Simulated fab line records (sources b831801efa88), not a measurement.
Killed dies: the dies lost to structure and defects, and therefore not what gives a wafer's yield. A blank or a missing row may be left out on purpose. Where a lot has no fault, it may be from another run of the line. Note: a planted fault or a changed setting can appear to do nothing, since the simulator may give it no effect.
Problem report, 8D (eight disciplines) form, completed by code    flow sky130    the parts of the form that need people (team, actions taken, sign-off) are left out

## 1. PROBLEM STATEMENT
At SKY_VIA4_STRIP_13, strip_time_to_endpoint_s averages 12.212 s over 6 wafers from 2 lots, while fault-free wafers read 12.808 s, standard deviation 0.029. Measured from the usual mean, that is -21 standard deviations.
The step: strips in O2/N2.
The first sign was on wafer L186.1 at day 47 20:59, on plasma_asher-03. The record has a number at this step for 33 wafers belonging to 11 lots. By rule, "out" or "out of limits" means more than 4 standard deviations away from the usual mean. The rest of the wafers with a number are treated as sound.

## 2. WHAT IT IS AND WHAT IT IS NOT
question                     is                                is not
which readings at this step  strip_time_to_endpoint_s          drypump_motor_current_A, oes_product_au
which lots                   L186, L189                        L168, L169, L170, L173, L174, L179, L181, L183, L184
which wafers of those lots   all that have a number            -
read on which tools          plasma_asher-01, plasma_asher-03  plasma_asher-04
when                         from day 47 20:59                 up to then (27 sound wafers)

## 3. THE SUSPECTS, EACH WITH WHAT RULES IT OUT
Counting: a tool stays on the suspect list if, at a process step up to the reading, it processed all lots that are out and no sound lot following the first of them.
- plasma_asher-04 at SKY_VIA2_STRIP_16 (strips in O2/N2): kept. All lots that are out passed through it, beginning with L186 at day 42 02:38, and no sound lot followed; its final sound lot before that point was L183 at day 41 11:17.
- litho_track-01 at SKY_VIA4_COAT_06 (resist thk 1140 nm): kept. All lots that are out passed through it, beginning with L186 at day 47 10:58, and no sound lot followed; its final sound lot before that point was L181 at day 46 13:17.
After counting, plasma_asher-04 at SKY_VIA2_STRIP_16 and litho_track-01 at SKY_VIA4_COAT_06 remain.

## 4. THE CAUSE (what the simulator had put in)
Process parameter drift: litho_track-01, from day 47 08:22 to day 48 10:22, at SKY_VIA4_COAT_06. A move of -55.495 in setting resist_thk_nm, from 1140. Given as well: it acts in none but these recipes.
Counting leaves 2 suspects; this tool is one of them.

## 5. THE EFFECT CHAIN, in route order
One row per reading whose mean, taken over the struck wafers that have a number, lies over 3 standard deviations from the usual. Readings are gone through only where the record gives a usual standard deviation; hours: the median, over the lots, of the time from a lot's start at the first step in this table giving one to that lot's start at this step; sigmas: the change measured in usual standard deviations.
hours  step               reading                   usual     on struck wafers  change  sigmas
0      SKY_VIA4_STRIP_13  strip_time_to_endpoint_s  12.808 s  12.212            -0.596  -21
Here are the process steps it includes:
- SKY_VIA4_STRIP_13: strips in O2/N2.

## 6. WHAT WOULD HAVE CAUGHT IT SOONER
In this record no reading fell out of limits until day 47 20:59, 13 hours after the fault had begun at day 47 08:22.
Lots out: 2; of these, L189 started SKY_VIA4_COAT_06 on litho_track-01 after day 47 20:59. Putting the tool on hold at that point would have spared it.
